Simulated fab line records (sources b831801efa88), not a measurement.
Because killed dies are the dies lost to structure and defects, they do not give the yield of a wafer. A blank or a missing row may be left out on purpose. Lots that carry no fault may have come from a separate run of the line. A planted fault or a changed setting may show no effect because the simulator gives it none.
2 desks, one fault    flow sky130    each desk has only its own numbers; what lay behind them comes last

== FOR THE TOOL OWNER'S DESK: implanter-04 ==
For each lot that ran on this tool, the mean over its sampled wafers that have a number, from the tool's own readings at SKY_LDD_N_IMPLANT_14. If a lot's mean is further than 4 standard deviations from the usual mean, the lot is out of limits and carries the mark OUT (the distance appears in the brackets).
Columns: A = doseIonsCm2 at SKY_LDD_N_IMPLANT_14, usual 5.001e+12; B = faradayCurrentUA at SKY_LDD_N_IMPLANT_14, usual 28.1; C = rotationDeg at SKY_LDD_N_IMPLANT_14, usual 180.00 degrees
lot   first seen here  A                            B               C
L757  day 18 01:52     5.001e+12                    28.2            179.99
L763  day 20 12:37     3.526e+12 (-99 or more) OUT  19.8 (-15) OUT  179.99
L765  day 21 21:01     3.530e+12 (-99 or more) OUT  20.4 (-14) OUT  180.02
L775  day 24 22:28     4.992e+12                    28.0            180.02
L777  day 25 19:01     4.999e+12                    28.6            179.99
This desk's finding: out of limits on L763, L765; first on L763, day 20 12:37 (doseIonsCm2 at SKY_LDD_N_IMPLANT_14). L757, L775, L777: within limits.

== THE METROLOGY DESK ==
Means of the sampled wafers that have a number, per lot and without regard to the tool the lot ran on: this is what the gauges read. If a lot's mean is further than 4 standard deviations from the usual mean, the lot is out of limits and carries the mark OUT (the distance appears in the brackets).
Columns: A = POLY_GATE_OXIDATION_THK at SKY_POLY_GATE_THK_MEAS_21, usual 4.02 nm; B = LDD_P_TW at SKY_LDD_P_TW_MEAS_11, usual 624
lot   first seen here  A     B
L756  day 16 16:13     3.92  627
L757  day 16 20:23     3.94  618
L758  day 17 05:20     3.99  615
L763  day 19 05:02     3.97  613
L765  day 20 13:29     4.05  642
L770  day 22 07:19     4.04  620
L771  day 22 19:23     4.02  615
L773  day 23 06:02     4.01  629
L774  day 23 09:23     4.09  628
L775  day 23 15:58     4.03  614
L776  day 24 07:22     4.01  640
L777  day 24 12:49     3.92  610
L779  day 24 17:43     3.91  610
This desk's finding: nothing out of limits on any of the 13 lots.

== TAKEN TOGETHER ==
The tool owner's desk could have raised an alarm at day 20 12:37, on L763, L765.
Metrology desk: nothing out of limits seen.
The metrology desk has L763, L765 on record, within its limits.
The lots listed all ran SKY_LDD_N_IMPLANT_14 on implanter-04.

== WHAT THE SIMULATOR HAD INSERTED ==
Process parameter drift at SKY_LDD_N_IMPLANT_14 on implanter-04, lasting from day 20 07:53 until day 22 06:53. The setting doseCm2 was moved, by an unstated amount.
Struck lots among those shown: L763, L765.
How many hours passed from the start of the fault until each desk's first out-of-limits reading: the tool owner's desk, 5.
